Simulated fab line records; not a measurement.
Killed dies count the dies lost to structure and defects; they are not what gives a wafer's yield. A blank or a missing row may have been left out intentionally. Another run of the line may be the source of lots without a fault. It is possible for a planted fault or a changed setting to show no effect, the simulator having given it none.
Which tool did it? | flow sky130 | Sampling: 6 lots, 18 wafers, 2 of 708 route steps

## WHAT EACH GAUGE READ, for each wafer
SKY_VT_ADJUST_NCORE_TW_MEAS_11.
lot  | measured     | on            | VT_ADJUST_NCORE_TW
L452 | day 9 20:46  | film_metro-01 | 218.0 219.7 219.4
L458 | day 11 14:40 | film_metro-01 | 216.2 215.7 215.6
L462 | day 12 14:50 | film_metro-03 | 218.6 219.3 220.6
L464 | day 12 21:41 | film_metro-03 | 219.7 220.7 220.2
L468 | day 14 17:35 | film_metro-02 | 221.9 222.6 223.1
L471 | day 14 22:58 | film_metro-02 | 221.8 221.2 221.7

## WHICH TOOL RAN EACH LOT (tool, then ch and the chambers of the sampled wafers, then the start)
lot  | SKY_VT_ADJUST_NCORE_IMPLANT_09
L452 | implanter-03 ch 0, day 9 20:32
L458 | implanter-03 ch 0, day 11 14:26
L462 | implanter-02 ch 0, day 12 14:35
L464 | implanter-02 ch 0, day 12 21:26
L468 | implanter-02 ch 0, day 14 17:20
L471 | implanter-04 ch 0, day 14 22:44
- SKY_VT_ADJUST_NCORE_IMPLANT_09

## THE ANSWER, worked out from the rows above alone
Rule: the lots themselves supply what counts as usual. Put in order of their means at a reading, lots are off if they are a third of the lots or fewer, leave a main group of 4 or more, and stand apart from it by a gap of 3 or more times the standard deviation of the main group's means; of several such gaps the widest counts. A main group whose means are all the same, to the digits that the tables above print for the reading, isn't used. A lot without any number at a reading at which 4 lots or more have one is off too. All remaining lots with rows at the step are treated as sound.
None of the lots is off at any reading shown; this tells nothing.

## WHAT HAD BEEN PUT IN BY THE SIMULATOR
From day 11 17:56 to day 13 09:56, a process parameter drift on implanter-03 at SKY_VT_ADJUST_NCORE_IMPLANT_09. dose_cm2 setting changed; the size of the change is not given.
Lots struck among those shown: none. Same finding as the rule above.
